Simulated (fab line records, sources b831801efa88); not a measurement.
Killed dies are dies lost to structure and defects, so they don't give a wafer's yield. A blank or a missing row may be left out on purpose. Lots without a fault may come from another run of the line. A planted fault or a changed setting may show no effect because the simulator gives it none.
Problem report in the 8D (eight disciplines) form, filled by code | flow gf180mcu | the parts of the form that need people (team, actions taken, sign-off) are left out

1. THE PROBLEM
run_length_s at GF_STI_WET_ETCH_17 reads a mean of 1058 s on 6 wafers of 2 lots; wafers without a fault read 541 s with a standard deviation of 3.1. That is +99 or more standard deviations from the usual mean.
The step: etches Si3N4 in H3PO4, target depth 45 nm, time 514 s.
First seen on wafer L572.2, day 4 22:05, on wet_bench-03. The record holds 42 wafers of 14 lots with a number at this step. Rule for "out", or "out of limits": more than 4 standard deviations from the usual mean. The other wafers with a number count as sound.

2. WHAT IT IS AND WHAT IT IS NOT
question                    | is                     | is not
which readings at this step | run_length_s           | bath_heat_duty_pct
which lots                  | L572, L573             | L559, L561, L562, L563, L565, L570, L571, L574, L575, L580, L581, L582
which wafers of those lots  | all that have a number | -
read on which tools         | wet_bench-03           | wet_bench-01, wet_bench-04
when                        | from day 4 22:05       | up to then (21 sound wafers); but 15 sound wafers of L574, L575, L580, L581, L582 came after

3. SUSPECTS, AND WHAT RULES EACH OUT
Counting: a tool at a process step up to the reading stays a suspect if it ran every lot that is out and no sound lot after the first of them.
- wet_bench-03 at GF_STI_WET_ETCH_17 (etches Si3N4 in H3PO4, target depth 45 nm, time 514 s): kept. It ran every lot that is out, first L572 (day 4 22:05), and no sound lot after that; its last sound lot up to then is L570 (day 4 10:26). Its own readings are out on those wafers: run_length_s.
Left after counting: wet_bench-03 at GF_STI_WET_ETCH_17.

4. THE CAUSE (what the simulator had put in)
Process parameter drift: wet_bench-03, from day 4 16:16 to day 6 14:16, at GF_STI_WET_ETCH_17. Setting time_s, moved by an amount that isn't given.
Counting left only this tool.

5. THE CHAIN OF EFFECTS, in route order
Each row: a reading whose mean over the struck wafers that have a number lies more than 3 standard deviations from the usual. Only readings for which the record gives a usual standard deviation are gone through. hours: the time from each lot's start at the first step in this table that gives one to its start at this step, as a median over the lots. sigmas: the change in usual standard deviations.
hours | step               | reading      | usual | on struck wafers | change | sigmas
0     | GF_STI_WET_ETCH_17 | run_length_s | 541 s | 1058             | +516   | +99 or more
The process steps in it:
- GF_STI_WET_ETCH_17: etches Si3N4 in H3PO4, target depth 45 nm, time 514 s.
Later measuring or inspecting steps at which every struck wafer that the step has a row for has a number for every such reading, and none has moved that far: GF_LVPWELL_OVL_MEAS_07.

6. WHAT WOULD HAVE CAUGHT IT SOONER
In this record the first reading out of limits was taken at day 4 22:05, 6 hours after the fault began at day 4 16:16.
